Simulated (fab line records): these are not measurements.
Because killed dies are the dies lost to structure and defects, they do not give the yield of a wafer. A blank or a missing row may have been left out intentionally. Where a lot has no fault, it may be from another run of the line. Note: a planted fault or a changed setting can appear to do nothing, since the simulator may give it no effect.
fab line records    flow gf180mcu    part 1 of 2: steps 1 to 25 of 34
[record] lots = 5  wafers = 15  last-day = 34
route steps=602 shown CONTACT@301 M1@315
lots that met no fault: from a run of the same line without faults
start-h: start of the lot's first displayed wafer, in hours after the record's first day    wait-h: how many hours have passed since the lot's step before this one    " unchanged from the row above    L1.1+2: a row that stands for several wafers    - no value, or no start given    * or withheld: withheld    < > ~ a bound
route shown NAME@n: names a module that has steps shown in the file, with the first one's number in the route    usual: average and standard deviation across the fault-free wafers    same: alike in all rows    chamber/n: place in a boat    sites: each site's reading    _std_site: their standard deviation    _edge_site: the outer-site mean with the inner-site mean subtracted    radius-mm: for every site, how far away it sits from the centre of the wafer    mask NAME#n: copy n    behind: the tool/chamber that last shaped the wafer    hold: what put the lot on hold/how long, in hours/how the hold closed    device: which transistor (n, p or np) failed to switch    end of line: the tests these same wafers got at the end of their route    a step with no rows: only its recipe    killed: the dies lost at the first sort to structure and to defects; this is not the yield of the wafer    map: a wafer's dies, x killed, . not, _ none there
set.NAME: the setting the step ran with; set.NAME@STEP: the setting that earlier step ran with    model.NAME: the simulator's own value behind a step, which no gauge read
a table for each step, a row for each wafer; lots at some steps of the route
services: a tool's chamber out of use, with start hour (start-h, from the record's first day; less than 0 if before it), hours out, and reason
[[steps]]
[step GF_CONTACT_CD_MEAS_14]
[recipe] target-cd-nm = 220
[usual] cd-nm = 220.1/1.2
lot.wafer  tool       chamber  start-h  wait-h  cd-nm
L074.2     cd-sem-01  -        367.98   0.1     220.6
L074.3     "          -        "        "       219.5
L074.4     "          -        "        "       219.9
L075.1     cd-sem-01  -        373.91   0.1     221.0
L075.3     "          -        "        "       220.5
L075.6     "          -        "        "       221.0
L087.2     cd-sem-02  -        487.18   0.1     221.0
L087.3     "          -        "        "       220.8
L087.6     "          -        "        "       221.9
L094.4     cd-sem-01  -        543.22   0.1     218.5
L094.5     "          -        "        "       219.6
L094.6     "          -        "        "       219.8
L095.1     cd-sem-02  -        544.30   0.1     220.4
L095.5     "          -        "        "       219.5
L095.6     "          -        "        "       219.2
[step GF_CONTACT_OVL_MEAS_15]
[usual] CONTACT_OVL = 2/4.7
lot.wafer  tool        chamber  start-h  wait-h  CONTACT_OVL[nm]
L074.2     overlay-02  -        368.09   0.1     5
L074.3     "           -        "        "       9
L074.4     "           -        "        "       2
L075.1     overlay-01  -        374.03   0.1     2
L075.3     "           -        "        "       4
L075.6     "           -        "        "       -4
L087.2     overlay-02  -        487.29   0.1     2
L087.3     "           -        "        "       -4
L087.6     "           -        "        "       5
L094.4     overlay-01  -        543.30   0.1     2
L094.5     "           -        "        "       1
L094.6     "           -        "        "       1
L095.1     overlay-01  -        544.42   0.1     -2
L095.5     "           -        "        "       4
L095.6     "           -        "        "       6
[step GF_CONTACT_ETCH_16]
[recipe] chemistry = N2/H2  target-depth-a = withheld  overetch-a = withheld  time-s = withheld  target = BARC  ion-energy-ev = 200  source-w = 500  bias-w = 100  pressure-mtorr = 30  n2-flow-sccm = 100  h2-flow-sccm = 200
[usual] drypump-motor-current-A = 5.72/0.26  oes-product-au = 0.855/0.0056  throttle-valve-pct = 13.224/0.0085
lot.wafer  tool         chamber  start-h  wait-h  drypump-motor-current-A  oes-product-au  throttle-valve-pct
L074.2     rie-diel-03  2        368.12   0.0     5.53                     0.845           13.215
L074.3     "            3        "        "       6.05                     0.857           13.232
L074.4     "            3        "        "       6.05                     0.853           13.227
L075.1     rie-diel-04  2        374.07   0.0     5.50                     0.860           13.239
L075.3     "            0        "        "       6.26                     0.858           13.223
L075.6     "            0        "        "       6.32                     0.848           13.235
L087.2     rie-diel-02  1        487.32   0.0     5.84                     0.852           13.228
L087.3     "            3        "        "       5.42                     0.855           13.211
L087.6     "            3        "        "       5.43                     0.844           13.223
L094.4     rie-diel-02  0        543.34   0.0     5.52                     0.862           13.231
L094.5     "            3        "        "       5.46                     0.850           13.226
L094.6     "            2        "        "       5.43                     0.861           13.239
L095.1     rie-diel-04  1        544.46   0.0     5.72                     0.849           13.221
L095.5     "            2        "        "       5.45                     0.859           13.233
L095.6     "            3        "        "       5.72                     0.866           13.224
[step GF_CONTACT_ETCH_17]
[recipe] chemistry = C4F8/O2/Ar  mask-material = KrF  target = SiO2  stop-on = CoSi2  source-w = 1500  bias-w = 1200  pressure-mtorr = 40  c4f8-flow-sccm = withheld  O2_flow_sccm = 6  Ar_flow_sccm = 300  time-s = withheld  target-depth-a = 8600
[usual] oes-product-au = 0.814/0.0048
lot.wafer  tool         chamber  start-h  wait-h  oes-product-au
L074.2     rie-diel-03  2        -        -       0.822
L074.3     "            3        "        "       0.809
L074.4     "            3        "        "       0.817
L075.1     rie-diel-04  2        -        -       0.813
L075.3     "            0        "        "       0.808
L075.6     "            0        "        "       0.813
L087.2     rie-diel-02  1        -        -       0.807
L087.3     "            3        "        "       0.817
L087.6     "            3        "        "       0.814
L094.4     rie-diel-02  0        -        -       0.814
L094.5     "            3        "        "       0.814
L094.6     "            2        "        "       0.810
L095.1     rie-diel-04  1        -        -       0.814
L095.5     "            2        "        "       0.812
L095.6     "            3        "        "       0.816
[step GF_CONTACT_STRIP_18]
[recipe] chemistry = O2/N2  power-w = 1400  pressure-mtorr = 1500  platen-temp-c = 250  o2-flow-sccm = 3000  n2-flow-sccm = 300  overash-fraction = 0.5
[usual] drypump-motor-current-A = 5.5/0.35  heater-power-w = 340/15  oes-product-au = 0.580/0.0056  platen-temp-c = 250.01/0.19
lot.wafer  tool             chamber  start-h  wait-h  drypump-motor-current-A  heater-power-w  oes-product-au  platen-temp-c  rf-hours-counter-h
L074.2     plasma-asher-03  1        368.28   -       5.6                      346             0.583           249.92         27
L074.3     "                1        "        "       5.6                      343             0.583           250.14         -
L074.4     "                0        "        "       5.9                      336             0.571           249.71         -
L075.1     plasma-asher-04  0        374.23   -       5.2                      327             0.578           249.82         70
L075.3     "                1        "        "       5.7                      351             0.586           249.77         -
L075.6     "                0        "        "       5.2                      334             0.581           249.67         -
L087.2     plasma-asher-01  1        487.48   -       5.7                      350             0.582           250.00         72
L087.3     "                0        "        "       4.9                      330             0.584           250.10         -
L087.6     "                1        "        "       5.7                      350             0.592           249.88         -
L094.4     plasma-asher-01  0        543.51   -       4.9                      312             0.579           249.80         -
L094.5     "                0        "        "       4.9                      322             0.579           249.54         -
L094.6     "                1        "        "       5.7                      353             0.576           249.73         -
L095.1     plasma-asher-04  0        544.62   -       5.2                      324             0.587           250.11         90
L095.5     "                1        "        "       5.7                      353             0.588           250.17         -
L095.6     "                0        "        "       5.2                      327             0.572           250.23         -
[step GF_CONTACT_CLEAN_19]
[recipe] chemistry = SPM
lot.wafer   tool          chamber  start-h  wait-h
L074.2+3+4  wet-bench-01  0        368.38   0.1
L075.1+3+6  wet-bench-04  2        374.33   0.1
L087.2+3+6  wet-bench-04  0        487.58   0.1
L094.4+5+6  wet-bench-04  0        543.58   0.0
L095.1+5+6  wet-bench-02  3        544.72   0.1
[step GF_CONTACT_CLEAN_20]
[recipe] chemistry = DIW
lot.wafer   tool          chamber  start-h  wait-h
L074.2+3+4  wet-bench-02  1        368.48   0.0
L075.1+3+6  wet-bench-01  1        374.44   0.0
L087.2+3+6  wet-bench-02  2        487.67   0.0
L094.4+5+6  wet-bench-02  1        543.68   0.0
L095.1+5+6  wet-bench-01  2        544.90   0.0
[step GF_CONTACT_CLEAN_21]
[recipe] chemistry = dHF  time-s = 20  dilution = 100:1  dry = ipa-marangoni
lot.wafer   tool          chamber  start-h  wait-h
L074.2+3+4  wet-bench-04  2        368.57   0.0
L075.1+3+6  wet-bench-02  3        374.54   0.0
L087.2+3+6  wet-bench-04  1        487.76   0.0
L094.4+5+6  wet-bench-04  1        543.88   0.0
L095.1+5+6  wet-bench-04  3        545.00   0.0
[step GF_CONTACT_SPUTTER_22]
[recipe] material = Ti  target-thk-nm = 15  chamber-pressure-pa = 5  power-w = 2500  substrate-temp-c = 200  time-s = 80.02
[usual] throttle-valve-pct = 29.9/0.93
lot.wafer  tool            chamber  start-h  wait-h  throttle-valve-pct
L074.2     pvd-sputter-01  -        368.59   0.0     31.6
L074.3     "               -        "        "       29.9
L074.4     "               -        "        "       30.4
L075.1     pvd-sputter-01  -        374.56   0.0     30.0
L075.3     "               -        "        "       31.1
L075.6     "               -        "        "       30.0
L087.2     pvd-sputter-01  -        487.78   0.0     29.8
L087.3     "               -        "        "       29.9
L087.6     "               -        "        "       29.4
L094.4     pvd-sputter-01  -        543.90   0.0     29.9
L094.5     "               -        "        "       29.8
L094.6     "               -        "        "       29.9
L095.1     pvd-sputter-02  -        545.01   0.0     29.1
L095.5     "               -        "        "       30.7
L095.6     "               -        "        "       28.8
[step GF_CONTACT_SPUTTER_23]
[recipe] material = TiN  target-thk-nm = 10  chamber-pressure-pa = 5  power-w = 4000  time-s = 40
[usual] throttle-valve-pct = 29.9/0.92
lot.wafer  tool            chamber  start-h  wait-h  throttle-valve-pct
L074.2     pvd-sputter-01  -        368.65   0.0     31.3
L074.3     "               -        "        "       30.0
L074.4     "               -        "        "       30.2
L075.1     pvd-sputter-01  -        374.62   0.0     30.0
L075.3     "               -        "        "       31.3
L075.6     "               -        "        "       29.8
L087.2     pvd-sputter-01  -        487.84   0.0     30.1
L087.3     "               -        "        "       29.6
L087.6     "               -        "        "       29.9
L094.4     pvd-sputter-01  -        543.96   0.0     30.0
L094.5     "               -        "        "       29.9
L094.6     "               -        "        "       30.1
L095.1     pvd-sputter-02  -        545.07   0.0     29.2
L095.5     "               -        "        "       30.5
L095.6     "               -        "        "       28.8
[step GF_CONTACT_CVD_24]
[recipe] material = W  target-thk-nm = 300  time-s = 90.339  temp-c = 400  pressure-torr = 40
[usual] heater-power-w = 881/63
lot.wafer  tool      chamber  start-h  wait-h  heater-power-w
L074.2     cvd-w-01  1        368.69   0.0     862
L074.3     "         1        "        "       853
L074.4     "         0        "        "       931
L075.1     cvd-w-01  0        374.66   0.0     944
L075.3     "         1        "        "       859
L075.6     "         0        "        "       935
L087.2     cvd-w-02  1        487.88   0.0     785
L087.3     "         1        "        "       786
L087.6     "         0        "        "       944
L094.4     cvd-w-01  0        544.03   0.1     940
L094.5     "         1        "        "       856
L094.6     "         0        "        "       949
L095.1     cvd-w-02  0        545.11   0.0     927
L095.5     "         0        "        "       944
L095.6     "         1        "        "       797
[step GF_CONTACT_RS_MEAS_25]
[recipe] thk-meas-gauge = four-point-probe  reads = W_of_CONTACT_CVD_24+TiN_of_CONTACT_SPUTTER_23+Ti_of_CONTACT_SPUTTER_22
[usual] CONTACT_W_RS = 0.379/0.0048
lot.wafer  tool           chamber  start-h  wait-h  CONTACT_W_RS[ohm/sq]
L074.2     film-metro-04  -        368.81   0.1     0.382
L074.3     "              -        "        "       0.381
L074.4     "              -        "        "       0.372
L075.1     film-metro-02  -        374.76   0.1     0.368
L075.3     "              -        "        "       0.383
L075.6     "              -        "        "       0.371
L087.2     film-metro-02  -        488.00   0.1     0.380
L087.3     "              -        "        "       0.381
L087.6     "              -        "        "       0.381
L094.4     film-metro-02  -        544.16   0.1     0.374
L094.5     "              -        "        "       0.388
L094.6     "              -        "        "       0.377
L095.1     film-metro-04  -        545.21   0.1     0.379
L095.5     "              -        "        "       0.381
L095.6     "              -        "        "       0.378
[step GF_CONTACT_THK_MEAS_26]
[recipe] thk-meas-gauge = xrf  reads = W_of_CONTACT_CVD_24
[usual] CONTACT_W_THK = 308/4.3
lot.wafer  tool           chamber  start-h  wait-h  CONTACT_W_THK[nm]
L074.2     film-metro-04  -        368.92   0.1     306
L074.3     "              -        "        "       309
L074.4     "              -        "        "       315
L075.1     film-metro-02  -        374.88   0.1     318
L075.3     "              -        "        "       307
L075.6     "              -        "        "       315
L087.2     film-metro-02  -        488.11   0.1     303
L087.3     "              -        "        "       304
L087.6     "              -        "        "       303
L094.4     film-metro-02  -        544.25   0.1     311
L094.5     "              -        "        "       302
L094.6     "              -        "        "       312
L095.1     film-metro-04  -        545.33   0.1     312
L095.5     "              -        "        "       309
L095.6     "              -        "        "       311
[step GF_CONTACT_CMP_27]
[recipe] stop-on = SiO2  down-force-psi = 3.5  platen-rpm = 60  t-overpolish-s = 15  target-thk-nm = 0  pad-velocity-m-s = 0.94248
[usual] head-pressure-psi = 3.500/0.0067  motor-current-A = 11.4/0.86  overpolish-run-s = 15.000/0.0091  time-to-endpoint-s = 73/5
lot.wafer  tool    chamber  start-h  wait-h  head-pressure-psi  motor-current-A  overpolish-run-s  time-to-endpoint-s
L074.4     cmp-01  3        368.97   0.0     3.507              11.8             14.985            77
L074.3     "       0        "        "       3.511              12.8             15.005            77
L074.2     "       2        "        "       3.496              11.8             14.994            75
L075.3     cmp-01  1        374.99   0.1     3.502              10.4             14.998            79
L075.1     "       2        "        "       3.498              12.0             15.013            76
L075.6     "       1        "        "       3.509              10.5             14.999            83
L087.2     cmp-02  0        488.21   0.1     3.495              10.8             15.004            68
L087.3     "       2        "        "       3.500              10.6             15.008            74
L087.6     "       3        "        "       3.507              11.9             15.002            70
L094.4     cmp-02  1        544.38   0.1     3.503              12.8             15.002            74
L094.6     "       3        "        "       3.506              11.1             15.001            67
L094.5     "       0        "        "       3.497              10.9             15.003            61
L095.1     cmp-02  2        545.39   0.1     3.497              10.9             14.994            74
L095.5     "       2        "        "       3.509              11.1             14.989            75
L095.6     "       3        "        "       3.505              11.0             15.003            70
[step GF_M1_SPUTTER_00]
[recipe] material = Ti  target-thk-nm = 37.5  arriving-ion-energy-ev = 80  substrate-temp-c = 200  chamber-pressure-pa = 2  power-w = 4000  time-s = 150
[usual] throttle-valve-pct = 29.8/0.89
lot.wafer  tool            chamber  start-h  wait-h  throttle-valve-pct
L074.2     pvd-sputter-04  -        369.27   0.1     28.4
L074.3     "               -        "        "       30.0
L074.4     "               -        "        "       28.8
L075.1     pvd-sputter-03  -        375.24   0.1     31.2
L075.3     "               -        "        "       29.0
L075.6     "               -        "        "       31.1
L087.2     pvd-sputter-04  -        488.46   0.2     29.9
L087.3     "               -        "        "       28.4
L087.6     "               -        "        "       29.3
L094.4     pvd-sputter-04  -        544.58   0.1     28.4
L094.5     "               -        "        "       29.7
L094.6     "               -        "        "       28.9
L095.1     pvd-sputter-03  -        545.69   0.2     29.0
L095.5     "               -        "        "       29.0
L095.6     "               -        "        "       29.8
[step GF_M1_SPUTTER_01]
[recipe] material = TiN  target-thk-nm = 30  power-w = 6500  time-s = 25  chamber-pressure-pa = 0.4
[usual] throttle-valve-pct = 29.8/0.89
lot.wafer  tool            chamber  start-h  wait-h  throttle-valve-pct
L074.2     pvd-sputter-04  -        369.37   0.1     28.2
L074.3     "               -        "        "       29.4
L074.4     "               -        "        "       28.9
L075.1     pvd-sputter-03  -        375.34   0.1     31.5
L075.3     "               -        "        "       29.1
L075.6     "               -        "        "       31.5
L087.2     pvd-sputter-04  -        488.56   0.1     29.6
L087.3     "               -        "        "       28.1
L087.6     "               -        "        "       30.0
L094.4     pvd-sputter-04  -        544.68   0.1     28.2
L094.5     "               -        "        "       29.3
L094.6     "               -        "        "       28.8
L095.1     pvd-sputter-03  -        545.79   0.1     28.9
L095.5     "               -        "        "       28.9
L095.6     "               -        "        "       29.6
[step GF_M1_SPUTTER_02]
[recipe] material = AlCu  target-thk-nm = 450  power-w = 10600  time-s = 23.9  chamber-pressure-pa = 0.4
[usual] throttle-valve-pct = 29.8/0.89
lot.wafer  tool            chamber  start-h  wait-h  throttle-valve-pct
L074.2     pvd-sputter-04  -        369.40   0.0     28.1
L074.3     "               -        "        "       29.9
L074.4     "               -        "        "       28.8
L075.1     pvd-sputter-03  -        375.37   0.0     31.2
L075.3     "               -        "        "       29.1
L075.6     "               -        "        "       31.2
L087.2     pvd-sputter-04  -        488.59   0.0     29.8
L087.3     "               -        "        "       28.6
L087.6     "               -        "        "       29.3
L094.4     pvd-sputter-04  -        544.71   0.0     28.4
L094.5     "               -        "        "       29.8
L094.6     "               -        "        "       28.9
L095.1     pvd-sputter-03  -        545.82   0.0     29.0
L095.5     "               -        "        "       28.9
L095.6     "               -        "        "       29.4
[step GF_M1_SPUTTER_03]
[recipe] material = Ti  target-thk-nm = 10  substrate-temp-c = 300  chamber-pressure-pa = 0.3  power-w = 3000  time-s = 6.7
[usual] throttle-valve-pct = 29.8/0.87
lot.wafer  tool            chamber  start-h  wait-h  throttle-valve-pct
L074.2     pvd-sputter-04  -        369.43   0.0     28.2
L074.3     "               -        "        "       29.8
L074.4     "               -        "        "       28.8
L075.1     pvd-sputter-03  -        375.40   0.0     31.5
L075.3     "               -        "        "       28.9
L075.6     "               -        "        "       31.1
L087.2     pvd-sputter-04  -        488.62   0.0     29.8
L087.3     "               -        "        "       27.9
L087.6     "               -        "        "       29.7
L094.4     pvd-sputter-04  -        544.74   0.0     28.4
L094.5     "               -        "        "       30.0
L094.6     "               -        "        "       28.8
L095.1     pvd-sputter-03  -        545.85   0.0     29.0
L095.5     "               -        "        "       29.1
L095.6     "               -        "        "       29.4
[step GF_M1_SPUTTER_04]
[recipe] material = TiN  target-thk-nm = 50  power-w = 6500  time-s = 41.7  chamber-pressure-pa = 0.4
[usual] throttle-valve-pct = 29.8/0.88
lot.wafer  tool            chamber  start-h  wait-h  throttle-valve-pct
L074.2     pvd-sputter-04  -        369.45   0.0     28.4
L074.3     "               -        "        "       29.6
L074.4     "               -        "        "       28.8
L075.1     pvd-sputter-03  -        375.42   0.0     31.4
L075.3     "               -        "        "       29.0
L075.6     "               -        "        "       31.0
L087.2     pvd-sputter-04  -        488.64   0.0     29.8
L087.3     "               -        "        "       28.4
L087.6     "               -        "        "       29.8
L094.4     pvd-sputter-04  -        544.76   0.0     28.3
L094.5     "               -        "        "       29.6
L094.6     "               -        "        "       28.9
L095.1     pvd-sputter-03  -        545.87   0.0     28.7
L095.5     "               -        "        "       29.0
L095.6     "               -        "        "       29.7
[step GF_M1_RS_MEAS_05]
[recipe] thk-meas-gauge = four-point-probe  reads = TiN_of_M1_SPUTTER_04+Ti_of_M1_SPUTTER_03+AlCu_of_M1_SPUTTER_02+TiN_of_M1_SPUTTER_01+Ti_of_M1_SPUTTER_00
[usual] M1_ALCU_RS = 0.0699/0.00077
lot.wafer  tool           chamber  start-h  wait-h  M1_ALCU_RS[ohm/sq]
L074.2     film-metro-01  -        369.51   0.0     0.0693
L074.3     "              -        "        "       0.0694
L074.4     "              -        "        "       0.0706
L075.1     film-metro-02  -        375.46   0.0     0.0700
L075.3     "              -        "        "       0.0704
L075.6     "              -        "        "       0.0694
L087.2     film-metro-03  -        488.70   0.0     0.0697
L087.3     "              -        "        "       0.0710
L087.6     "              -        "        "       0.0703
L094.4     film-metro-03  -        544.86   0.1     0.0690
L094.5     "              -        "        "       0.0698
L094.6     "              -        "        "       0.0695
L095.1     film-metro-02  -        545.91   0.0     0.0699
L095.5     "              -        "        "       0.0705
L095.6     "              -        "        "       0.0695
[step GF_M1_THK_MEAS_06]
[recipe] thk-meas-gauge = xrf  reads = AlCu_of_M1_SPUTTER_02
[usual] M1_ALCU_THK = 448/5.1
lot.wafer  tool           chamber  start-h  wait-h  M1_ALCU_THK[nm]
L074.2     film-metro-01  -        369.62   0.1     454
L074.3     "              -        "        "       454
L074.4     "              -        "        "       447
L075.1     film-metro-02  -        375.58   0.1     449
L075.3     "              -        "        "       450
L075.6     "              -        "        "       453
L087.2     film-metro-03  -        488.81   0.1     445
L087.3     "              -        "        "       436
L087.6     "              -        "        "       443
L094.4     film-metro-03  -        544.95   0.1     454
L094.5     "              -        "        "       445
L094.6     "              -        "        "       447
L095.1     film-metro-02  -        546.03   0.1     450
L095.5     "              -        "        "       446
L095.6     "              -        "        "       452
[step GF_M1_DEHYDRATE_07]
[recipe] temp-c = 200  time-s = 60
[usual] exhaust-pa = 45.1/0.92
lot.wafer  tool            chamber  start-h  wait-h  exhaust-pa
L074.2     litho-track-04  0        380.89   11.3    46.0
L074.3     "               0        "        "       46.3
L074.4     "               0        "        "       44.9
L075.1     litho-track-02  0        386.16   10.6    45.8
L075.3     "               0        "        "       46.8
L075.6     "               0        "        "       45.6
L087.2     litho-track-02  0        500.04   11.2    45.4
L087.3     "               0        "        "       45.7
L087.6     "               0        "        "       45.2
L094.4     litho-track-03  0        555.43   10.5    44.3
L094.5     "               0        "        "       46.1
L094.6     "               0        "        "       45.7
L095.1     litho-track-02  0        556.41   10.4    43.1
L095.5     "               0        "        "       45.0
L095.6     "               0        "        "       44.6
[step GF_M1_HMDS_08]
[recipe] prime-time-s = 60  prime-temp-c = 120
[usual] exhaust-pa = 44.8/0.89  prime-temp-c = 120.00/0.17
lot.wafer  tool            chamber  start-h  wait-h  exhaust-pa  prime-temp-c
L074.2     litho-track-04  0        381.04   0.1     45.4        119.89
L074.3     "               0        "        "       45.4        120.02
L074.4     "               0        "        "       45.9        120.03
L075.1     litho-track-02  0        386.31   0.1     43.6        120.17
L075.3     "               0        "        "       45.0        120.20
L075.6     "               0        "        "       44.8        120.19
L087.2     litho-track-02  0        500.19   0.1     44.6        120.29
L087.3     "               0        "        "       44.9        120.29
L087.6     "               0        "        "       45.3        120.32
L094.4     litho-track-03  0        555.58   0.1     44.6        120.10
L094.5     "               0        "        "       43.9        120.14
L094.6     "               0        "        "       44.8        120.02
L095.1     litho-track-02  0        556.56   0.1     43.0        119.75
L095.5     "               0        "        "       44.1        119.94
L095.6     "               0        "        "       45.8        120.19
[step GF_M1_COAT_09]
[recipe] resist = KrF  spin-rpm = withheld  resist-thk-nm = 1000
[usual] exhaust-pa = 44.8/0.92
lot.wafer  tool            chamber  start-h  wait-h  exhaust-pa
L074.2     litho-track-04  0        381.19   0.1     45.1
L074.3     "               0        "        "       45.6
L074.4     "               0        "        "       45.0
L075.1     litho-track-02  0        386.46   0.1     45.2
L075.3     "               0        "        "       44.4
L075.6     "               0        "        "       43.9
L087.2     litho-track-02  0        500.34   0.1     44.8
L087.3     "               0        "        "       45.0
L087.6     "               0        "        "       44.5
L094.4     litho-track-03  0        555.73   0.1     45.2
L094.5     "               0        "        "       44.7
L094.6     "               0        "        "       44.6
L095.1     litho-track-02  0        556.71   0.1     44.3
L095.5     "               0        "        "       43.6
L095.6     "               0        "        "       44.9
[step GF_M1_SOFTBAKE_10]
[recipe] temp-c = 130  time-s = 60  resist = KrF
[usual] exhaust-pa = 45.2/0.9
lot.wafer  tool            chamber  start-h  wait-h  exhaust-pa
L074.2     litho-track-04  0        381.34   0.1     43.9
L074.3     "               0        "        "       44.6
L074.4     "               0        "        "       44.4
L075.1     litho-track-02  0        386.61   0.1     44.7
L075.3     "               0        "        "       46.7
L075.6     "               0        "        "       45.5
L087.2     litho-track-02  0        500.49   0.1     43.8
L087.3     "               0        "        "       44.6
L087.6     "               0        "        "       44.2
L094.4     litho-track-03  0        555.88   0.1     45.1
L094.5     "               0        "        "       44.3
L094.6     "               0        "        "       45.3
L095.1     litho-track-02  0        556.86   0.1     46.2
L095.5     "               0        "        "       45.3
L095.6     "               0        "        "       45.2
